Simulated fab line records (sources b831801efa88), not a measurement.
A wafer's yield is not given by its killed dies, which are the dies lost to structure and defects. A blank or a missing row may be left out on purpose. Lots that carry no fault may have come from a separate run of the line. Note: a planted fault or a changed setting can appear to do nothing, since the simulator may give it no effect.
One fault through the eyes of 2 desks    flow gf180mcu    each desk holds nothing but its own numbers, with what lay behind them at the end

== THE TOOL OWNER'S DESK: lithoTrack-04 ==
The tool's own readings at GF_HV_LDD_DEVELOP_06 (develop time 60 s): means of the sampled wafers that have a number, for each lot that ran on this tool. The brackets show how far a lot's mean lies from the usual mean; more than 4 standard deviations puts the lot out of limits, marked OUT.
Columns: A = exhaustPa at GF_HV_LDD_DEVELOP_06, usual 45.1 Pa
lot   first seen here  A
L246  day 11 12:55     45.8
L247  day 11 22:10     44.0
L248  day 12 02:22     44.8
L249  day 12 13:07     44.8
L251  day 13 02:26     45.6
L261  day 16 09:29     44.8
This desk's finding: nothing out of limits on any of the 6 lots.

== METROLOGY DESK ==
What the gauges read, lot by lot, whatever tool the lot ran on: means of the sampled wafers that have a number. The brackets show how far a lot's mean lies from the usual mean; more than 4 standard deviations puts the lot out of limits, marked OUT.
Columns: A = LVPWELL_RS at GF_VT_IMPLANT_RS_MEAS_48, usual 1195.9 ohm/sq; B = POLY_GATE_OVL at GF_POLY_GATE_OVL_MEAS_11, usual 1 nm; C = cdNm at GF_HV_LDD_CD_MEAS_07, usual 399.6 nm; D = HV_LDD_OVL at GF_HV_LDD_OVL_MEAS_08, usual -0.4 nm
lot   first seen here  A       B    C                D
L242  day 7 19:20      1197.5  0    402.2            -0.7
L243  day 8 03:10      1197.1  5    400.2            0.3
L244  day 8 08:58      1201.4  0    398.2            0.1
L245  day 8 15:32      1196.1  -10  400.7            -0.2
L246  day 9 00:34      1196.8  -2   396.3            -2.4
L247  day 9 07:47      1196.9  9    400.2            1.2
L248  day 9 11:49      1192.1  1    364.0 (-17) OUT  -0.7
L249  day 9 20:44      1197.3  -1   337.5 (-30) OUT  -1.3
L251  day 10 08:44     1196.2  -8   337.1 (-30) OUT  -0.1
L256  day 12 00:49     1195.2  3    397.5            0.5
L258  day 12 06:44     1192.6  4    395.4            1.9
L259  day 12 11:22     1194.5  2    403.6            -0.6
L260  day 13 01:51     1195.4  -0   399.5            0.2
L261  day 13 08:29     1197.1  7    400.7            -0.5
L262  day 13 16:35     1193.9  4    396.9            -1.5
This desk's verdict: out of limits on L248, L249, L251, starting with L248 at day 12 02:30 (cdNm at GF_HV_LDD_CD_MEAS_07). Within limits: L242, L243, L244, L245, L246, L247, L256, L258, L259, L260, L261, L262.

== PUT TOGETHER ==
The metrology desk could have raised an alarm at day 12 02:30, on L248, L249, L251.
The desk of the tool owner found nothing out of limits.
On record at the tool owner's desk: L248, L249, L251, within its limits.
The lots listed all ran GF_HV_LDD_DEVELOP_06 on lithoTrack-04.

== WHAT THE SIMULATOR PUT IN ==
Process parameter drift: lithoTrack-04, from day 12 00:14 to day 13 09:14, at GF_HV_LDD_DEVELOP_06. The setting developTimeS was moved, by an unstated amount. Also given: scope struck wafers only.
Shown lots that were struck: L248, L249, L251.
Hours from the fault's start to each desk's first reading out of limits: the metrology desk, 2.
